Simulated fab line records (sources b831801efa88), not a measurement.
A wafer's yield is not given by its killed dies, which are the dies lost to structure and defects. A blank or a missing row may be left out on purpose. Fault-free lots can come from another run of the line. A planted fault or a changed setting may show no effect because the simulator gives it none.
A lot that was struck, set against a sound lot | flow gf180mcu | 16 steps out of a route of 602
Sound: the wafers L580.2, L580.4, L580.5. Wafers L594.3, L594.5, L594.6 were the ones struck. The cause is given at the end.
Order at every step that has rows: each side's tool, ch and its chambers, its first start. Under that, the readings that differ: sound wafers | struck wafers | difference of the means | sigmas: that difference in standard deviations of wafers without a fault.
alike: a reading whose means differ by less than 2 such deviations, as well as words and numbers matching on both sides. not compared: withheld readings; readings where some wafer has no value; bounds like >300 that might hide an equal value; numbers whose values overlap and for which the record gives no deviation.
The two part at a step that has a row with sigmas, a row that says differs or no value, or rows on one side only. Numbers that don't overlap but have no deviation are shown without sigmas and don't part them. A reading that every wafer of one side lacks parts them only if that side has two wafers or more.

first, 6 steps without rows for these wafers: GF_M4_HMDS_08 (prime time 60 s); GF_M4_COAT_09 (resist thk 1000 nm); GF_M4_SOFTBAKE_10 (time 60 s); GF_M4_EXPOSE_11 (exposes mask Metal4, target cd 280 nm); GF_M4_PEB_12 (peb time 90 s); GF_M4_DEVELOP_13 (develop time 60 s).
GF_M4_CD_MEAS_14 targets a cd of 280 nm.
  sound on cdSem-02, day 26 19:16; struck on cdSem-02, day 30 20:26
  alike: cdNm
GF_M4_OVL_MEAS_15:
  sound on overlay-02, day 26 19:22; struck on overlay-02, day 30 20:32
  alike: M4_OVL
GF_M4_METAL_ETCH_16: etches the open film in Cl2/BCl3, stops on SiO2, target depth 627.5 nm, time 104.6 s.
  sound on rieMetal-02 ch 0,1, day 26 19:23; struck on rieMetal-01 ch 1, day 30 20:38
  alike: drypumpMotorCurrentA, oesProductAu, throttleValvePct
  not compared: rfHoursCounterH
GF_M4_STRIP_17: strips in O2/N2.
  sound on plasmaAsher-03 ch 0, day 26 19:31; struck on plasmaAsher-02 ch 0,1, day 30 20:49
reading                  | sound          | struck         | difference | sigmas
stripTimeToEndpointS (s) | 7.88 7.95 7.91 | 7.81 7.82 7.80 | -0.10      | -2
  alike: drypumpMotorCurrentA, heaterPowerW, oesProductAu
  not compared: rfHoursCounterH
then, 2 steps without rows for these wafers: GF_M4_STRIP_18 (strips in post etch residue remover, time 1200 s); GF_M4_CLEAN_19 (cleans in DIW).
GF_V4_CVD_00: deposits SiO2, target thk 600 nm, time 100 s.
  sound on hdpcvd-02 ch 1,2, day 26 20:06; struck on hdpcvd-02 ch 0,1,2, day 30 21:20
reading                            | sound             | struck            | difference | sigmas
sih4FlowSccm (sccm)                | 60.06 59.99 59.95 | 30.09 29.63 29.82 | -30.15     | -99 or more
model.SiO2_of_V4_CVD_00.thkNm (nm) | 588.8 600.7 582.2 | 304.5 292.8 290.9 | -294.5     | 
GF_V4_THK_MEAS_01:
  sound on filmMetro-02, day 26 20:11; struck on filmMetro-02, day 30 21:40
reading            | sound       | struck      | difference | sigmas
V4_CVD_00_THK (nm) | 589 601 583 | 305 293 291 | -295       | -36
  not compared: hold
GF_V4_CVD_02: deposits SiO2 from TEOS, target thk 850 nm, time 94.851 s.
  sound on pecvd-03 ch 1,2, day 26 20:14; struck on pecvd-03 ch 0,1,2, day 30 23:14
reading | sound | struck                                                                  | difference                   | sigmas
hold    | - - - | awaitDispo/1.5h/release awaitDispo/1.5h/release awaitDispo/1.5h/release | no value on the sound wafers | 
  alike: heaterPowerW
then, 1 step without rows for these wafers: GF_PASSIVATION_PROBE_99.

WHERE THEY PART
Earliest at GF_M4_STRIP_17; latest, in this record, at GF_V4_CVD_02.

WHY: what had been put in by the simulator
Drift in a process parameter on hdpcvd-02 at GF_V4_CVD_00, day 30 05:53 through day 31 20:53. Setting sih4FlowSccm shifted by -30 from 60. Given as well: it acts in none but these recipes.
